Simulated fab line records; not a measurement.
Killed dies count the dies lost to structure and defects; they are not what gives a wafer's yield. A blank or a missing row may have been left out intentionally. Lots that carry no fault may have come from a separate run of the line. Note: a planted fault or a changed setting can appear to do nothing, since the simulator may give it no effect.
fab line records ; flow sky130
record: lots: 11; wafers: 33; last_day: 49
route steps=708 shown SPACER@306 POLY_CUT@318 LI_CONTACT@364
lots untouched by any fault: they come from a run of this same line in which no faults occurred
start_h: hours from the record's opening day to when the first of the lot's shown wafers began ; wait_h: time in hours since the lot's previous step ; " unchanged from the row above ; L1.1+2: several wafers, shown together as one row ; - no value, or no start was given ; * or withheld: withheld ; < > ~ a bound
route shown NAME@n: names a module that has steps shown in the file, with the first one's number in the route ; usual: mean and standard deviation over wafers with no fault ; same: alike in all rows ; chamber/n: place in a boat ; sites: readings site by site ; _std_site: standard deviation across them ; _edge_site: outer sites' mean less inner sites' ; radius_mm: for every site, how far away it sits from the centre of the wafer ; mask NAME#n: copy n ; behind: tool/chamber where the wafer was last shaped ; hold: the reason the lot was held/the length of the hold in hours/how it ended ; device: the transistor (n, p or np) that didn't switch ; end of line: the same wafers' tests at the end of the route ; a step with no rows: only its recipe ; killed: the dies lost at the first sort to structure and to defects; this is not the yield of the wafer ; map: per-die view of a wafer (x killed, . not killed, _ where there is no die)
set.NAME: setting as actually run; set.NAME@STEP: the setting as run at that earlier step ; model.NAME: the simulator's own value behind a step, which no gauge read
the route's steps for a sample of lots (tables are steps, rows are wafers)
services: a tool's chamber out of use, with start hour (start_h, from the record's first day; less than 0 if before it), hours out, and reason
== steps ==
step: SKY_SPACER_ETCHBACK_02
recipe: chemistry: CH3F/O2; target: Si3N4; stop_on: SiO2; source_w: 400; bias_w: 80; pressure_mtorr: 25; ch3f_flow_sccm: 40; O2_flow_sccm: 30; time_s: 46.7; target_depth_a: 450
usual: drypump_motor_current_A: 6.0/0.5; oes_product_au: 0.853/0.0065; rf_fwd_power_W: 395.9/1.6; throttle_valve_pct: 10.562/0.0085
lot.wafer;tool;chamber;start_h;wait_h;drypump_motor_current_A;oes_product_au;rf_fwd_power_W;rf_hours_counter_h;throttle_valve_pct
L769.2;rie_diel-01;0;540.05;0.0;5.3;0.863;394.6;12;10.561
L769.3;rie_diel-01;3;540.05;0.0;5.7;0.855;392.7;3;10.559
L769.6;rie_diel-01;3;540.05;0.0;5.7;0.862;392.5;-;10.557
L770.1;rie_diel-01;0;548.65;0.1;5.4;0.843;395.5;12;10.561
L770.4;rie_diel-01;2;548.65;0.1;6.4;0.854;398.7;5;10.557
L770.6;rie_diel-01;0;548.65;0.1;5.4;0.852;394.1;-;10.568
L771.2;rie_diel-04;0;563.20;0.0;5.9;0.860;395.5;10;10.563
L771.5;rie_diel-04;2;563.20;0.0;6.2;0.860;395.1;-;10.576
L771.6;rie_diel-04;3;563.20;0.0;5.2;0.862;398.2;-;10.557
L773.2;rie_diel-04;3;584.83;0.0;5.2;0.854;397.3;60;10.565
L773.4;rie_diel-04;0;584.83;0.0;5.9;0.865;395.2;10;10.564
L773.6;rie_diel-04;0;584.83;0.0;5.9;0.847;395.3;-;10.554
L774.1;rie_diel-04;2;587.97;0.1;6.2;0.859;395.9;36;10.555
L774.4;rie_diel-04;3;587.97;0.1;5.2;0.857;396.0;60;10.560
L774.5;rie_diel-04;2;587.97;0.1;6.3;0.860;396.3;-;10.566
L775.2;rie_diel-02;0;595.01;0.0;6.2;0.868;395.6;9;10.559
L775.3;rie_diel-02;0;595.01;0.0;6.2;0.845;396.0;-;10.573
L775.6;rie_diel-02;2;595.01;0.0;5.8;0.860;396.8;-;10.562
L776.1;rie_diel-04;1;610.16;0.1;6.6;0.831;394.9;40;10.563
L776.5;rie_diel-04;0;610.16;0.1;5.9;0.847;395.9;-;10.563
L776.6;rie_diel-04;1;610.16;0.1;6.6;0.851;394.7;-;10.556
L777.1;rie_diel-01;1;620.91;0.1;6.8;0.840;396.5;48;10.537
L777.3;rie_diel-01;0;620.91;0.1;5.3;0.850;395.4;13;10.572
L777.5;rie_diel-01;1;620.91;0.1;6.8;0.846;395.2;-;10.563
L778.1;rie_diel-04;2;622.95;0.1;6.2;0.857;394.6;36;10.564
L778.2;rie_diel-04;0;622.95;0.1;5.9;0.846;394.4;11;10.579
L778.3;rie_diel-04;3;622.95;0.1;5.2;0.856;395.5;60;10.558
L781.2;rie_diel-01;0;649.06;0.0;5.4;0.855;395.7;13;10.558
L781.3;rie_diel-01;1;649.06;0.0;6.8;0.854;394.6;48;10.561
L781.5;rie_diel-01;1;649.06;0.0;6.8;0.851;394.9;-;10.567
L785.3;rie_diel-01;0;682.25;0.0;5.3;0.846;395.5;14;10.547
L785.4;rie_diel-01;3;682.25;0.0;5.7;0.851;392.6;5;10.549
L785.5;rie_diel-01;2;682.25;0.0;6.4;0.848;396.6;-;10.564
step: SKY_POLY_CUT_ETCH_11
recipe: target: Si3N4; chemistry: CF4/CH2F2/Ar; stop_on: poly-Si; source_w: 600; bias_w: 150; pressure_mtorr: 40; cf4_flow_sccm: 40; ch2f2_flow_sccm: 20; Ar_flow_sccm: 150; time_s: 42.5; target_depth_a: 600
usual: drypump_motor_current_A: 6.0/0.46; oes_product_au: 0.829/0.006; rf_fwd_power_W: 592.7/2.5; throttle_valve_pct: 14.996/0.0099
lot.wafer;tool;chamber;start_h;wait_h;drypump_motor_current_A;oes_product_au;rf_fwd_power_W;rf_hours_counter_h;throttle_valve_pct
L769.2;rie_diel-01;1;569.34;0.0;6.8;0.827;596.5;47;15.011
L769.3;rie_diel-01;2;569.34;0.0;6.4;0.831;594.2;6;14.990
L769.6;rie_diel-01;1;569.34;0.0;6.8;0.830;591.5;-;15.013
L770.1;rie_diel-04;0;578.34;0.0;5.9;0.826;591.9;10;14.987
L770.4;rie_diel-04;1;578.34;0.0;6.5;0.822;595.8;39;14.989
L770.6;rie_diel-04;2;578.34;0.0;6.3;0.833;590.9;-;14.997
L771.2;rie_diel-01;2;592.83;0.0;6.4;0.837;593.0;6;14.987
L771.5;rie_diel-01;3;592.83;0.0;5.7;0.831;592.3;-;14.990
L771.6;rie_diel-01;1;592.83;0.0;6.8;0.833;597.9;-;15.006
L773.2;rie_diel-04;2;614.58;0.0;6.3;0.826;592.7;36;15.005
L773.4;rie_diel-04;3;614.58;0.0;5.2;0.829;595.9;60;14.994
L773.6;rie_diel-04;2;614.58;0.0;6.3;0.822;593.3;-;14.989
L774.1;rie_diel-04;2;617.69;0.0;6.3;0.823;591.0;36;14.989
L774.4;rie_diel-04;1;617.69;0.0;6.6;0.832;596.1;40;15.001
L774.5;rie_diel-04;3;617.69;0.0;5.2;0.820;592.8;-;14.998
L775.2;rie_diel-03;0;623.78;0.0;5.8;0.828;594.1;14;14.986
L775.3;rie_diel-03;2;623.78;0.0;5.6;0.831;590.9;3;14.987
L775.6;rie_diel-03;3;623.78;0.0;5.9;0.831;596.0;-;14.996
L776.1;rie_diel-01;0;639.38;0.0;5.3;0.834;594.0;13;15.006
L776.5;rie_diel-01;1;639.38;0.0;6.8;0.834;596.4;-;15.007
L776.6;rie_diel-01;2;639.38;0.0;6.4;0.838;596.9;-;15.000
L777.1;rie_diel-01;0;650.47;0.0;5.4;0.841;594.1;13;14.989
L777.3;rie_diel-01;1;650.47;0.0;6.8;0.832;591.7;48;15.003
L777.5;rie_diel-01;3;650.47;0.0;5.7;0.833;591.5;-;14.996
L778.1;rie_diel-03;0;653.08;0.0;5.8;0.827;590.6;15;14.986
L778.2;rie_diel-03;2;653.08;0.0;5.6;0.831;590.1;4;14.985
L778.3;rie_diel-03;3;653.08;0.0;5.9;0.831;596.6;12;14.984
L781.2;rie_diel-03;2;677.98;0.0;5.5;0.801;591.4;5;15.016
L781.3;rie_diel-03;3;677.98;0.0;5.9;0.825;595.7;13;14.999
L781.5;rie_diel-03;1;677.98;0.0;6.3;0.827;588.8;-;14.966
L785.3;rie_diel-03;3;710.04;0.0;5.9;0.797;594.4;14;14.988
L785.4;rie_diel-03;0;710.04;0.0;5.8;0.822;590.0;16;15.004
L785.5;rie_diel-03;1;710.04;0.0;6.3;0.818;591.3;-;15.002
step: SKY_LI_CONTACT_CMP_02
recipe: material: PSG; down_force_psi: 4; platen_rpm: 60; pad_velocity_m_s: 0.94248
usual: motor_current_A: 12.3/1.1; time_to_endpoint_s: 32.9/2.6
lot.wafer;tool;chamber;start_h;wait_h;motor_current_A;time_to_endpoint_s
L769.2;cmp-02;1;658.81;0.0;11.2;34.1
L769.3;cmp-02;3;658.81;0.0;11.6;32.7
L769.6;cmp-02;1;658.81;0.0;11.6;32.3
L770.4;cmp-01;1;668.03;0.0;12.1;30.5
L770.1;cmp-01;2;668.03;0.0;12.3;31.5
L770.6;cmp-01;1;668.03;0.0;12.2;32.4
L771.2;cmp-01;0;682.76;0.2;10.0;30.2
L771.6;cmp-01;1;682.76;0.2;12.5;28.1
L771.5;cmp-01;2;682.76;0.2;12.6;27.4
L773.2;cmp-01;1;702.41;0.1;12.9;30.2
L773.4;cmp-01;2;702.41;0.1;12.9;32.9
L773.6;cmp-01;0;702.41;0.1;10.7;31.9
L774.1;cmp-02;2;705.13;0.1;13.6;35.1
L774.4;cmp-02;3;705.13;0.1;12.8;33.6
L774.5;cmp-02;2;705.13;0.1;13.4;33.1
L775.3;cmp-02;3;712.33;0.1;11.9;33.3
L775.2;cmp-02;0;712.33;0.1;13.5;33.5
L775.6;cmp-02;3;712.33;0.1;12.5;31.7
L776.1;cmp-01;3;726.92;0.1;11.8;34.0
L776.5;cmp-01;1;726.92;0.1;12.6;32.6
L776.6;cmp-01;2;726.92;0.1;12.0;32.7
L777.1;cmp-02;0;735.92;0.1;13.9;29.8
L777.3;cmp-02;3;735.92;0.1;12.2;29.9
L777.5;cmp-02;1;735.92;0.1;11.4;29.7
L778.1;cmp-02;3;738.12;0.1;12.0;31.0
L778.2;cmp-02;1;738.12;0.1;11.1;32.6
L778.3;cmp-02;2;738.12;0.1;13.6;31.4
L781.2;cmp-02;1;761.57;0.0;11.9;36.9
L781.3;cmp-02;2;761.57;0.0;12.7;31.9
L781.5;cmp-02;1;761.57;0.0;11.7;34.1
L785.4;cmp-02;3;792.97;0.0;12.7;34.4
L785.3;cmp-02;2;792.97;0.0;13.0;34.9
L785.5;cmp-02;0;792.97;0.0;13.9;35.4
step: SKY_LI_CONTACT_BOW_MEAS_03
recipe: mode: bow
usual: LI_CONTACT_BOW: 55/6.2
lot.wafer;tool;chamber;start_h;wait_h;LI_CONTACT_BOW[um]
L769.2;film_metro-02;-;659.13;0.3;63
L769.3;film_metro-02;-;659.13;0.3;54
L769.6;film_metro-02;-;659.13;0.3;48
L770.1;film_metro-02;-;668.33;0.2;53
L770.4;film_metro-02;-;668.33;0.2;56
L770.6;film_metro-02;-;668.33;0.2;52
L771.2;film_metro-02;-;682.93;0.1;55
L771.5;film_metro-02;-;682.93;0.1;49
L771.6;film_metro-02;-;682.93;0.1;56
L773.2;film_metro-04;-;702.68;0.2;54
L773.4;film_metro-04;-;702.68;0.2;57
L773.6;film_metro-04;-;702.68;0.2;49
L774.1;film_metro-04;-;705.38;0.2;48
L774.4;film_metro-04;-;705.38;0.2;54
L774.5;film_metro-04;-;705.38;0.2;42
L775.2;film_metro-04;-;712.60;0.2;49
L775.3;film_metro-04;-;712.60;0.2;57
L775.6;film_metro-04;-;712.60;0.2;55
L776.1;film_metro-02;-;727.12;0.1;61
L776.5;film_metro-02;-;727.12;0.1;57
L776.6;film_metro-02;-;727.12;0.1;51
L777.1;film_metro-04;-;736.22;0.2;49
L777.3;film_metro-04;-;736.22;0.2;48
L777.5;film_metro-04;-;736.22;0.2;57
L778.1;film_metro-01;-;738.42;0.2;57
L778.2;film_metro-01;-;738.42;0.2;59
L778.3;film_metro-01;-;738.42;0.2;56
L781.2;film_metro-02;-;761.89;0.3;49
L781.3;film_metro-02;-;761.89;0.3;36
L781.5;film_metro-02;-;761.89;0.3;46
L785.3;film_metro-02;-;793.31;0.1;59
L785.4;film_metro-02;-;793.31;0.1;53
L785.5;film_metro-02;-;793.31;0.1;50
step: SKY_LI_CONTACT_RS_MEAS_22
recipe: thk_meas_gauge: four-point-probe; reads: W_of_LI_CONTACT_CVD_21+TiN_of_LI_CONTACT_SPUTTER_20+Ti_of_LI_CONTACT_SPUTTER_19
usual: LI_CONTACT_W_RS: 0.2852/0.0027
lot.wafer;tool;chamber;start_h;wait_h;LI_CONTACT_W_RS[ohm/sq]
L769.2;film_metro-04;-;688.20;0.1;0.2830
L769.3;film_metro-04;-;688.20;0.1;0.2831
L769.6;film_metro-04;-;688.20;0.1;0.2816
L770.1;film_metro-02;-;697.61;0.2;0.2857
L770.4;film_metro-02;-;697.61;0.2;0.2849
L770.6;film_metro-02;-;697.61;0.2;0.2872
L771.2;film_metro-02;-;712.28;0.1;0.2825
L771.5;film_metro-02;-;712.28;0.1;0.2832
L771.6;film_metro-02;-;712.28;0.1;0.2810
L773.2;film_metro-02;-;731.01;0.1;0.2844
L773.4;film_metro-02;-;731.01;0.1;0.2897
L773.6;film_metro-02;-;731.01;0.1;0.2833
L774.1;film_metro-02;-;734.15;0.1;0.2837
L774.4;film_metro-02;-;734.15;0.1;0.2874
L774.5;film_metro-02;-;734.15;0.1;0.2899
L775.2;film_metro-04;-;740.81;0.1;0.2855
L775.3;film_metro-04;-;740.81;0.1;0.2842
L775.6;film_metro-04;-;740.81;0.1;0.2845
L776.1;film_metro-02;-;755.41;0.1;0.2821
L776.5;film_metro-02;-;755.41;0.1;0.2817
L776.6;film_metro-02;-;755.41;0.1;0.2812
L777.1;film_metro-04;-;764.21;0.1;0.2842
L777.3;film_metro-04;-;764.21;0.1;0.2826
L777.5;film_metro-04;-;764.21;0.1;0.2800
L778.1;film_metro-01;-;766.08;0.1;0.2865
L778.2;film_metro-01;-;766.08;0.1;0.2889
L778.3;film_metro-01;-;766.08;0.1;0.2851
L781.2;film_metro-04;-;789.25;0.1;0.2880
L781.3;film_metro-04;-;789.25;0.1;0.2908
L781.5;film_metro-04;-;789.25;0.1;0.2905
L785.3;film_metro-02;-;820.52;0.1;0.2833
L785.4;film_metro-02;-;820.52;0.1;0.2892
L785.5;film_metro-02;-;820.52;0.1;0.2877
== services ==
tool;chamber;start_h;hours;kind
cmp-02;-;528.72;1.1;repair
cmp-01;-;529.82;4.7;pm
cmp-02;-;553.36;6.1;pm
cmp-01;-;560.52;2.2;repair
rie_diel-03;-;561.02;1.2;repair
cmp-01;-;568.23;2.9;repair
cmp-01;-;572.00;4.0;pm
cmp-01;-;573.78;5.1;repair
rie_diel-03;3;579.93;2.8;repair
rie_diel-01;0;591.12;3.1;repair
cmp-02;-;612.81;0.9;repair
cmp-01;-;617.58;1.6;repair
cmp-01;-;619.81;1.7;repair
rie_diel-04;-;651.60;2.8;pm
rie_diel-04;-;682.41;0.2;repair
cmp-02;-;717.73;6.8;repair
cmp-02;-;723.81;9.9;repair
rie_diel-04;3;738.49;3.1;repair
rie_diel-01;-;742.60;1.7;repair
cmp-02;-;744.17;4.0;pm
rie_diel-01;3;749.44;15.6;repair
rie_diel-01;1;764.17;2.9;repair
rie_diel-04;3;770.99;3.7;repair
cmp-02;-;776.48;1.2;repair
== key ==
first_sign: step: SKY_POLY_CUT_ETCH_11; reading: oes_product_au; direction: down; sigmas: 5; usual: 0.829; struck: 0.799
effect none on later readings
met_at SKY_SPACER_ETCHBACK_02
struck_lots L781,L785
struck_wafers L781.2,L785.3
tester_left_out L781,L785
not_acting_at SKY_LI_CONTACT_CMP_02,SKY_LI_CONTACT_BOW_MEAS_03,SKY_LI_CONTACT_RS_MEAS_22
onset_between 620.91 649.06
fault: kind: process_parameter_drift; tool: rie_diel-01; chamber: 0; onset_h: 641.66; steps: SKY_SPACER_ETCHBACK_02; channel: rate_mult; offset: 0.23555; shape: step; end_h: 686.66
tester_left_out: of these lots the tester's yield and bins aren't shown, on N5 and GAA mostly nor the transistor test; their killed dies are dies lost to structure and defects alone, not to doping, threshold or leakage, so they don't give the yield
